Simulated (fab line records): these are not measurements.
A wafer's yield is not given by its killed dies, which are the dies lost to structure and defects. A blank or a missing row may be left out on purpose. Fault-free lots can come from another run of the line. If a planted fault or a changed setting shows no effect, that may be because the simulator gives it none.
Chamber matching + flow gf180mcu + rieDiel-01 running GF_V1_ETCH_16: 4 sister chambers
The step etches BARC in N2/H2. 4 wafers are shown with their chamber, then 8 later ones without.

## WAFERS WITH THEIR CHAMBER
| wafer  | chamber | drypumpMotorCurrentA (A) |
|--------|---------|--------------------------|
| L080.6 | 2       | 5.5                      |
| L088.3 | 1       | 6.0                      |
| L088.5 | 3       | 5.7                      |
| L090.1 | 0       | 6.1                      |

## WAFERS WHOSE CHAMBER IS MISSING
| wafer  | drypumpMotorCurrentA (A) |
|--------|--------------------------|
| L090.5 | 6.2                      |
| L090.6 | 5.7                      |
| L093.1 | 5.7                      |
| L093.3 | 6.1                      |
| L093.4 | 5.6                      |
| L094.2 | 6.0                      |
| L094.3 | 5.7                      |
| L094.5 | 5.7                      |

## THE CHAMBER EACH PASSED THROUGH
| wafer  | from the rows above     | in truth |
|--------|-------------------------|----------|
| L090.5 | can't be placed: 0 or 1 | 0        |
| L090.6 | 3                       | 3        |
| L093.1 | 3                       | 3        |
| L093.3 | can't be placed: 0 or 1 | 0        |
| L093.4 | can't be placed: 2 or 3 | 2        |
| L094.2 | can't be placed: 1 or 0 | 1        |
| L094.3 | 3                       | 3        |
| L094.5 | 3                       | 3        |
Placed correctly: 4 of 8. Cannot be placed on the basis of these rows: 4; the candidates contain the true chamber in 4. 0 placed wrongly.
How it was worked out, from the rows above alone: a wafer's distance from a chamber is the root of the sum, over the readings, of the square of ((its reading less the chamber's mean) divided by the reading's scatter). If the next closest chamber is less than 2 further off than the closest, the wafer can't be placed; otherwise it belongs to the closest. For every chamber, the mean is computed from those of its wafers that are shown. The scatter: root of mean squared gap, hidden wafer to nearest shown wafer, with one shown wafer a chamber.
